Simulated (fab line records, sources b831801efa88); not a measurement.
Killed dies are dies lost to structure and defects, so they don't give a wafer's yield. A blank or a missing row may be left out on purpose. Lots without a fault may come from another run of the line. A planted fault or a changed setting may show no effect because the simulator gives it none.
A struck lot beside a sound one | flow sky130 | 18 steps out of a route of 708
Sound: wafers L141.1, L141.2, L141.3. Struck: wafers L130.1, L130.6. (L130.3 of the same lot was not struck and is left out.) The cause comes at the end.
At each step with rows: each side's tool, then ch and its chambers, then its first start. Under that, the readings that differ: sound wafers | struck wafers | difference of the means | sigmas: that difference in standard deviations of wafers without a fault.
alike: readings whose means differ by less than 2 such deviations, and words and numbers that are the same on both sides. not compared: withheld readings, readings that some wafer has no value for, bounds like >300 that may hide the same value, and numbers for which the record gives no deviation and whose values overlap.
The two part at a step that has a row with sigmas, a row that says differs or no value, or rows on one side only. Numbers that don't overlap but have no deviation are shown without sigmas and don't part them. A reading that every wafer of one side lacks parts them only if that side has two wafers or more.

first, 2 steps without rows for these wafers: SKY_CONTACT_PEB_12; SKY_CONTACT_DEVELOP_13 (develop time 60 s).
SKY_CONTACT_CD_MEAS_14: target cd 170 nm.
  sound on cd_sem-02, day 38 08:50; struck on cd_sem-02, day 35 01:53
  alike: cd_nm
SKY_CONTACT_OVL_MEAS_15:
  sound on overlay-02, day 38 08:57; struck on overlay-01, day 35 02:01
  alike: CONTACT_OVL
SKY_CONTACT_ETCH_16: etches BARC in N2/H2, stops on SiO2, time 45.9 s, target depth 60 nm.
  sound on rie_diel-03 ch 1,2,3, day 38 08:59; struck on rie_diel-03 ch 2, day 35 02:03
  alike: drypump_motor_current_A, oes_product_au, throttle_valve_pct
  not compared: rf_hours_counter_h
then, 1 step without rows for these wafers: SKY_CONTACT_ETCH_17 (etches SiO2 in C4F8/O2/Ar, stops on Si3N4, target depth 340 nm).
SKY_CONTACT_ETCH_18: etches Si3N4 in CHF3/O2, stops on TiN, time 39 s, target depth 75 nm.
  sound on rie_diel-03 ch 1,2,3; struck on rie_diel-03 ch 2
  alike: drypump_motor_current_A, oes_product_au, throttle_valve_pct
  not compared: rf_hours_counter_h
SKY_CONTACT_STRIP_19: strips in O2/N2.
  sound on plasma_asher-04 ch 0,1, day 38 09:07; struck on plasma_asher-02 ch 0,1, day 35 02:11
  alike: drypump_motor_current_A, o2_flow_sccm, oes_product_au, strip_time_to_endpoint_s
  not compared: rf_hours_counter_h
then, 3 steps without rows for these wafers: SKY_CONTACT_STRIP_20 (strips in post etch residue remover, time 1200 s); SKY_CONTACT_CLEAN_21 (cleans in IPA, time 180 s); SKY_CONTACT_CLEAN_22 (cleans in O3/DIW).
SKY_CONTACT_SPUTTER_23: material TiN, target thk 20 nm, time 77.13 s.
  sound on pvd_sputter-02, day 38 09:43; struck on pvd_sputter-04, day 35 02:46
  alike: throttle_valve_pct
SKY_CONTACT_CVD_24: deposits W, target thk 340 nm, time 102.12 s.
  sound on cvd_w-02 ch 0,1, day 38 09:46; struck on cvd_w-02 ch 1, day 35 02:50
  reading                               | sound             | struck    | difference | sigmas
  model.W_of_CONTACT_CVD_24.thk_nm (nm) | 340.1 340.7 337.4 | 262 266.4 | -75        |
  alike: heater_power_w
SKY_CONTACT_RS_MEAS_25: measures by four-point-probe.
  sound on film_metro-01, day 38 09:53; struck on film_metro-04, day 35 03:14
  reading               | sound             | struck      | difference | sigmas
  CONTACT_W_RS (ohm/sq) | 0.338 0.337 0.341 | 0.441 0.434 | +0.099     | +27
  not compared: hold
SKY_CONTACT_THK_MEAS_26: measures by xrf.
  sound on film_metro-01, day 38 10:00; struck on film_metro-04, day 35 04:41
  reading            | sound       | struck  | difference | sigmas
  CONTACT_W_THK (nm) | 341 342 338 | 259 264 | -79        | -17
  not compared: hold
SKY_CONTACT_CMP_27: polishes, stops on SiO2, t overpolish 15 s, target thk 0 nm.
  sound on cmp-02 ch 1,2,3, day 38 10:07; struck on cmp-02 ch 2, day 35 06:52
  reading                | sound          | struck                                            | difference                   | sigmas
  hold                   | - - -          | await_dispo/1.9h/release await_dispo/1.9h/release | no value on the sound wafers |
  time_to_endpoint_s (s) | 82.5 84.2 87.0 | 67.3 68.8                                         | -16.5                        | -6
  alike: motor_current_A, slurry_filter_dp_kPa
SKY_METAL1_SPUTTER_00: material Ti, target thk 15 nm, time 10 s.
  sound on pvd_sputter-01, day 38 10:22; struck on pvd_sputter-01, day 35 07:10
  alike: throttle_valve_pct
-- the record jumps here: 13 days lie between the struck wafers' starts before and after (it left off in module METAL1 and takes up again in module PAD_OPEN, whose first step shown is number 708 of the route) --
SKY_PAD_OPEN_PROBE_99:
  sound on prober-01, day 50 14:11; struck on prober-02, day 48 06:56
  reading             | sound    | struck | difference | sigmas
  killed_at_front_end | 20 19 18 | 6 10   | -11        | -3
  alike: killed_at_M0_to_M3, killed_at_M4_up, killed_at_contacts, killed_at_other, killed_dies, killed_on_rim, killed_open, killed_short

WHERE THEY PART
First at SKY_CONTACT_RS_MEAS_25; last, within this record, at SKY_PAD_OPEN_PROBE_99.

WHY: what the simulator had put in
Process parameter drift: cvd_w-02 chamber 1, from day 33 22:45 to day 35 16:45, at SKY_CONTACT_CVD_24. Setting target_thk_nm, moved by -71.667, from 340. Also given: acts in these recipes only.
